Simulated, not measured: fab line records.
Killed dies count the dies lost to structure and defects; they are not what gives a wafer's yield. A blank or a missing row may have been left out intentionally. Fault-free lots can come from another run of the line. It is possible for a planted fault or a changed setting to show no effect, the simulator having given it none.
Which tool is to blame? :: flow gf180mcu :: 24 lots, 72 wafers sampled, at 6 steps of a route of 602

WHAT THE GAUGES READ, wafer by wafer
GF_STI_BOW_MEAS_00.
lot: L074
measured: day 1 10:02
on: film metro-01
INCOMING_BOW (um): 7 -4 -4

lot: L075
measured: day 1 15:00
on: film metro-01
INCOMING_BOW (um): 6 2 3

lot: L076
measured: day 1 20:01
on: film metro-01
INCOMING_BOW (um): -3 -6 -5

lot: L077
measured: day 2 01:01
on: film metro-02
INCOMING_BOW (um): 4 -4 6

lot: L078
measured: day 2 06:00
on: film metro-01
INCOMING_BOW (um): -4 -2 -1

lot: L079
measured: day 2 11:02
on: film metro-02
INCOMING_BOW (um): 7 -6 -3

lot: L080
measured: day 2 16:02
on: film metro-03
INCOMING_BOW (um): 3 -5 0

lot: L081
measured: day 2 21:01
on: film metro-02
INCOMING_BOW (um): -4 8 -2

lot: L082
measured: day 3 02:01
on: film metro-01
INCOMING_BOW (um): 6 0 -8

lot: L083
measured: day 3 07:00
on: film metro-02
INCOMING_BOW (um): 0 3 -1

lot: L084
measured: day 3 12:01
on: film metro-01
INCOMING_BOW (um): -9 -5 0

lot: L085
measured: day 3 17:01
on: film metro-03
INCOMING_BOW (um): -10 -2 5

lot: L086
measured: day 3 22:02
on: film metro-01
INCOMING_BOW (um): 7 -2 -9

lot: L087
measured: day 4 03:01
on: film metro-02
INCOMING_BOW (um): -2 3 -3

lot: L088
measured: day 4 08:00
on: film metro-02
INCOMING_BOW (um): 0 6 0

lot: L089
measured: day 4 13:02
on: film metro-03
INCOMING_BOW (um): 3 1 8

lot: L090
measured: day 4 18:00
on: film metro-03
INCOMING_BOW (um): -15 -2 0

lot: L091
measured: day 4 23:00
on: film metro-02
INCOMING_BOW (um): -4 -15 17

lot: L092
measured: day 5 04:02
on: film metro-01
INCOMING_BOW (um): -21 -5 -3

lot: L093
measured: day 5 09:01
on: film metro-02
INCOMING_BOW (um): 8 -1 -2

lot: L094
measured: day 5 14:01
on: film metro-02
INCOMING_BOW (um): -2 -5 -8

lot: L095
measured: day 5 19:00
on: film metro-03
INCOMING_BOW (um): 3 3 -5

lot: L096
measured: day 6 00:00
on: film metro-01
INCOMING_BOW (um): 17 -4 3

lot: L097
measured: day 6 05:02
on: film metro-03
INCOMING_BOW (um): -2 -13 -7

GF_VT_IMPLANT_RS_MEAS_46: uses a four-point probe to measure.
lot: L074
measured: day 7 12:37
on: film metro-04
MVSD_RS (ohm/sq): 458.5 458.0 457.7

lot: L075
measured: day 7 19:18
on: film metro-01
MVSD_RS (ohm/sq): 456.1 456.6 455.9

lot: L076
measured: day 8 04:13
on: film metro-04
MVSD_RS (ohm/sq): 455.8 457.0 456.6

lot: L077
measured: day 8 10:30
on: film metro-03
MVSD_RS (ohm/sq): 456.4 456.9 456.6

lot: L078
measured: day 8 14:56
on: film metro-01
MVSD_RS (ohm/sq): 456.4 456.9 455.8

lot: L079
measured: day 9 02:13
on: film metro-03
MVSD_RS (ohm/sq): 459.0 458.5 457.8

lot: L080
measured: day 9 06:47
on: film metro-01
MVSD_RS (ohm/sq): 457.5 458.1 455.4

lot: L081
measured: day 9 13:57
on: film metro-01
MVSD_RS (ohm/sq): 457.8 455.8 456.4

lot: L082
measured: day 9 19:49
on: film metro-01
MVSD_RS (ohm/sq): 457.8 458.4 456.1

lot: L083
measured: day 10 03:47
on: film metro-01
MVSD_RS (ohm/sq): 456.7 457.3 457.3

lot: L084
measured: day 10 09:04
on: film metro-01
MVSD_RS (ohm/sq): 457.5 456.4 458.3

lot: L085
measured: day 10 13:46
on: film metro-03
MVSD_RS (ohm/sq): 456.6 455.8 456.0

lot: L086
measured: day 10 18:47
on: film metro-03
MVSD_RS (ohm/sq): 456.5 456.3 456.0

lot: L087
measured: day 11 07:07
on: film metro-01
MVSD_RS (ohm/sq): 457.2 456.4 457.8

lot: L088
measured: day 11 11:24
on: film metro-01
MVSD_RS (ohm/sq): 457.4 456.7 457.0

lot: L089
measured: day 11 20:41
on: film metro-03
MVSD_RS (ohm/sq): 456.9 457.3 457.4

lot: L090
measured: day 11 23:41
on: film metro-03
MVSD_RS (ohm/sq): 458.0 457.2 457.8

lot: L091
measured: day 12 06:23
on: film metro-03
MVSD_RS (ohm/sq): 457.3 457.8 457.9

lot: L092
measured: day 12 15:32
on: film metro-01
MVSD_RS (ohm/sq): 457.4 456.4 457.1

lot: L093
measured: day 12 19:34
on: film metro-01
MVSD_RS (ohm/sq): 457.5 456.5 457.2

lot: L094
measured: day 13 03:31
on: film metro-01
MVSD_RS (ohm/sq): 455.2 456.0 456.1

lot: L095
measured: day 13 08:11
on: film metro-01
MVSD_RS (ohm/sq): 458.5 457.4 457.1

lot: L096
measured: day 13 17:41
on: film metro-04
MVSD_RS (ohm/sq): 457.0 457.9 457.2

lot: L097
measured: day 13 22:59
on: film metro-01
MVSD_RS (ohm/sq): 455.5 455.0 455.2

GF_CONTACT_THK_MEAS_01.
lot: L074
measured: day 15 07:07
on: film metro-01
CONTACT_CVD_00_THK (nm): 300 300 300

lot: L075
measured: day 15 13:06
on: film metro-04
CONTACT_CVD_00_THK (nm): 298 296 295

lot: L076
measured: day 15 23:48
on: film metro-04
CONTACT_CVD_00_THK (nm): 302 298 304

lot: L077
measured: day 16 10:58
on: film metro-04
CONTACT_CVD_00_THK (nm): 305 304 302

lot: L078
measured: day 16 16:23
on: film metro-04
CONTACT_CVD_00_THK (nm): 302 299 300

lot: L079
measured: day 17 05:20
on: film metro-04
CONTACT_CVD_00_THK (nm): 299 297 299

lot: L080
measured: day 17 15:52
on: film metro-03
CONTACT_CVD_00_THK (nm): 297 294 301

lot: L081
measured: day 17 21:44
on: film metro-03
CONTACT_CVD_00_THK (nm): 295 302 299

lot: L082
measured: day 18 03:08
on: film metro-01
CONTACT_CVD_00_THK (nm): 305 305 311

lot: L083
measured: day 18 14:40
on: film metro-04
CONTACT_CVD_00_THK (nm): 298 295 297

lot: L084
measured: day 19 00:53
on: film metro-01
CONTACT_CVD_00_THK (nm): 299 299 298

lot: L085
measured: day 19 06:09
on: film metro-01
CONTACT_CVD_00_THK (nm): 301 302 304

lot: L086
measured: day 19 07:57
on: film metro-04
CONTACT_CVD_00_THK (nm): 305 301 304

lot: L087
measured: day 19 23:31
on: film metro-03
CONTACT_CVD_00_THK (nm): 299 294 299

lot: L088
measured: day 20 06:54
on: film metro-04
CONTACT_CVD_00_THK (nm): 301 300 302

lot: L089
measured: day 20 17:26
on: film metro-01
CONTACT_CVD_00_THK (nm): 303 301 304

lot: L090
measured: day 20 22:25
on: film metro-04
CONTACT_CVD_00_THK (nm): 301 301 299

lot: L091
measured: day 21 06:26
on: film metro-03
CONTACT_CVD_00_THK (nm): 304 305 303

lot: L092
measured: day 21 16:54
on: film metro-03
CONTACT_CVD_00_THK (nm): 305 300 304

lot: L093
measured: day 22 01:03
on: film metro-01
CONTACT_CVD_00_THK (nm): 296 298 299

lot: L094
measured: day 22 05:54
on: film metro-04
CONTACT_CVD_00_THK (nm): 306 305 304

lot: L095
measured: day 22 13:28
on: film metro-04
CONTACT_CVD_00_THK (nm): 305 300 300

lot: L096
measured: day 23 03:56
on: film metro-03
CONTACT_CVD_00_THK (nm): 301 302 300

lot: L097
measured: day 23 04:28
on: film metro-04
CONTACT_CVD_00_THK (nm): 300 301 306

GF_M2_CD_MEAS_14: target cd 280 nm.
lot: L074
measured: day 19 07:38
on: cd sem-01
cd nm (nm): 280.2 279.9 280.3

lot: L075
measured: day 19 15:31
on: cd sem-02
cd nm (nm): 280.6 280.0 278.5

lot: L076
measured: day 20 02:59
on: cd sem-01
cd nm (nm): 280.8 279.4 280.3

lot: L077
measured: day 20 15:04
on: cd sem-01
cd nm (nm): 279.4 279.2 279.9

lot: L078
measured: day 20 20:52
on: cd sem-01
cd nm (nm): 280.3 280.7 279.5

lot: L079
measured: day 21 11:08
on: cd sem-02
cd nm (nm): 280.2 278.7 278.4

lot: L080
measured: day 21 19:58
on: cd sem-01
cd nm (nm): 280.5 279.9 279.4

lot: L081
measured: day 22 02:49
on: cd sem-01
cd nm (nm): 280.7 280.6 280.5

lot: L082
measured: day 22 08:50
on: cd sem-02
cd nm (nm): 279.6 279.7 279.0

lot: L083
measured: day 22 19:53
on: cd sem-01
cd nm (nm): 282.2 281.7 281.5

lot: L084
measured: day 23 04:57
on: cd sem-01
cd nm (nm): 279.7 278.7 278.5

lot: L085
measured: day 23 10:48
on: cd sem-02
cd nm (nm): 280.7 279.1 281.6

lot: L086
measured: day 23 11:26
on: cd sem-02
cd nm (nm): 280.5 281.6 281.9

lot: L087
measured: day 24 03:32
on: cd sem-01
cd nm (nm): 280.7 280.7 280.6

lot: L088
measured: day 24 08:46
on: cd sem-02
cd nm (nm): 279.4 279.6 278.6

lot: L089
measured: day 24 18:07
on: cd sem-01
cd nm (nm): 280.5 280.3 280.9

lot: L090
measured: day 24 22:34
on: cd sem-01
cd nm (nm): 279.8 280.4 279.3

lot: L091
measured: day 25 07:08
on: cd sem-01
cd nm (nm): 278.7 276.5 278.4

lot: L092
measured: day 25 15:28
on: cd sem-02
cd nm (nm): 278.6 277.8 278.4

lot: L093
measured: day 25 23:22
on: cd sem-02
cd nm (nm): 279.3 279.4 278.1

lot: L094
measured: day 26 04:32
on: cd sem-01
cd nm (nm): 280.8 282.6 282.3

lot: L095
measured: day 26 10:58
on: cd sem-01
cd nm (nm): 280.7 280.3 280.9

lot: L096
measured: day 26 22:04
on: cd sem-02
cd nm (nm): 278.8 279.2 278.6

lot: L097
measured: day 26 23:15
on: cd sem-01
cd nm (nm): 279.1 280.1 278.4

GF_M2_OVL_MEAS_15.
lot: L074
measured: day 19 07:44
on: overlay-01
M2_OVL (nm): -2 0 -3

lot: L075
measured: day 19 15:38
on: overlay-02
M2_OVL (nm): -13 -1 -1

lot: L076
measured: day 20 03:06
on: overlay-02
M2_OVL (nm): 3 7 4

lot: L077
measured: day 20 15:10
on: overlay-02
M2_OVL (nm): 11 8 7

lot: L078
measured: day 20 20:59
on: overlay-02
M2_OVL (nm): 3 8 10

lot: L079
measured: day 21 11:14
on: overlay-02
M2_OVL (nm): 2 1 -2

lot: L080
measured: day 21 20:04
on: overlay-02
M2_OVL (nm): 3 5 1

lot: L081
measured: day 22 02:55
on: overlay-02
M2_OVL (nm): -2 -6 -8

lot: L082
measured: day 22 08:56
on: overlay-01
M2_OVL (nm): 10 0 5

lot: L083
measured: day 22 20:00
on: overlay-02
M2_OVL (nm): -1 -3 -5

lot: L084
measured: day 23 05:03
on: overlay-02
M2_OVL (nm): 4 10 9

lot: L085
measured: day 23 10:54
on: overlay-01
M2_OVL (nm): 4 -6 -7

lot: L086
measured: day 23 11:32
on: overlay-01
M2_OVL (nm): -1 6 -3

lot: L087
measured: day 24 03:38
on: overlay-02
M2_OVL (nm): -1 -2 -7

lot: L088
measured: day 24 08:53
on: overlay-01
M2_OVL (nm): 15 11 7

lot: L089
measured: day 24 18:13
on: overlay-01
M2_OVL (nm): 4 0 -3

lot: L090
measured: day 24 22:41
on: overlay-01
M2_OVL (nm): 7 4 8

lot: L091
measured: day 25 07:15
on: overlay-01
M2_OVL (nm): 4 4 -4

lot: L092
measured: day 25 15:34
on: overlay-01
M2_OVL (nm): -7 -9 -2

lot: L093
measured: day 25 23:28
on: overlay-01
M2_OVL (nm): -5 -5 -4

lot: L094
measured: day 26 04:38
on: overlay-01
M2_OVL (nm): -10 -9 -5

lot: L095
measured: day 26 11:05
on: overlay-02
M2_OVL (nm): -12 -10 -10

lot: L096
measured: day 26 22:11
on: overlay-02
M2_OVL (nm): -9 -2 2

lot: L097
measured: day 26 23:21
on: overlay-01
M2_OVL (nm): 10 4 13

GF_V2_OVL_MEAS_15.
lot: L074
measured: day 20 09:36
on: overlay-01
V2_OVL (nm): 1 -9 0

lot: L075
measured: day 20 17:22
on: overlay-01
V2_OVL (nm): 5 8 1

lot: L076
measured: day 21 04:10
on: overlay-01
V2_OVL (nm): -1 -6 4

lot: L077
measured: day 21 16:34
on: overlay-02
V2_OVL (nm): -4 4 6

lot: L078
measured: day 21 22:10
on: overlay-02
V2_OVL (nm): 3 -4 -6

lot: L079
measured: day 22 12:01
on: overlay-02
V2_OVL (nm): -1 -7 4

lot: L080
measured: day 22 20:55
on: overlay-01
V2_OVL (nm): 0 -2 2

lot: L081
measured: day 23 03:41
on: overlay-01
V2_OVL (nm): 4 -6 -1

lot: L082
measured: day 23 09:22
on: overlay-02
V2_OVL (nm): -11 0 -11

lot: L083
measured: day 23 20:07
on: overlay-01
V2_OVL (nm): -1 3 10

lot: L084
measured: day 24 05:16
on: overlay-01
V2_OVL (nm): -6 -3 -1

lot: L085
measured: day 24 10:58
on: overlay-01
V2_OVL (nm): 9 4 1

lot: L086
measured: day 24 11:03
on: overlay-02
V2_OVL (nm): 0 8 1

lot: L087
measured: day 25 02:49
on: overlay-02
V2_OVL (nm): -7 2 -4

lot: L088
measured: day 25 07:29
on: overlay-01
V2_OVL (nm): -4 -3 7

lot: L089
measured: day 25 16:39
on: overlay-02
V2_OVL (nm): 10 -4 2

lot: L090
measured: day 25 22:13
on: overlay-01
V2_OVL (nm): -2 5 0

lot: L091
measured: day 26 06:11
on: overlay-02
V2_OVL (nm): -1 4 -7

lot: L092
measured: day 26 14:08
on: overlay-02
V2_OVL (nm): 1 -7 -8

lot: L093
measured: day 26 21:13
on: overlay-02
V2_OVL (nm): -7 -6 -12

lot: L094
measured: day 27 02:26
on: overlay-02
V2_OVL (nm): -12 4 -9

lot: L095
measured: day 27 09:07
on: overlay-02
V2_OVL (nm): -4 -2 -3

lot: L096
measured: day 27 20:13
on: overlay-02
V2_OVL (nm): -9 -6 -14

lot: L097
measured: day 27 21:29
on: overlay-02
V2_OVL (nm): -2 -4 5

EACH LOT AND THE TOOL THAT RAN IT (in order: tool; ch and the chambers of the sampled wafers; start)
No process step before these readings appears in the record.

AS READ BY THE TOOLS THEMSELVES (means over the sampled wafers that have a number; for cases with no such wafer, the mark the record gives instead)
The record holds no such reading with a usual standard deviation.

THE ANSWER, worked out from the rows above alone
Rule: usual is defined by the lots themselves. Put in order of their means at a reading, lots are off if they are a third of the lots or fewer, leave a main group of 4 or more, and stand apart from it by a gap of 3 or more times the standard deviation of the main group's means; of several such gaps the widest counts. A main group is skipped when, at the precision printed for the reading in the tables above, its means are all equal. Also off: a lot with no number at a reading for which 4 or more lots have one. Any other lot the step has rows for is counted as sound. First the gauges in route order, then the tools' own readings, where a lot's mean is used as printed above. At the first step where some lot is off, the reading lying furthest off is the one used; lots without a number count as furthest.
Across all readings shown, no lot is off: no conclusion can be drawn from this.

WHAT THE SIMULATOR PUT IN
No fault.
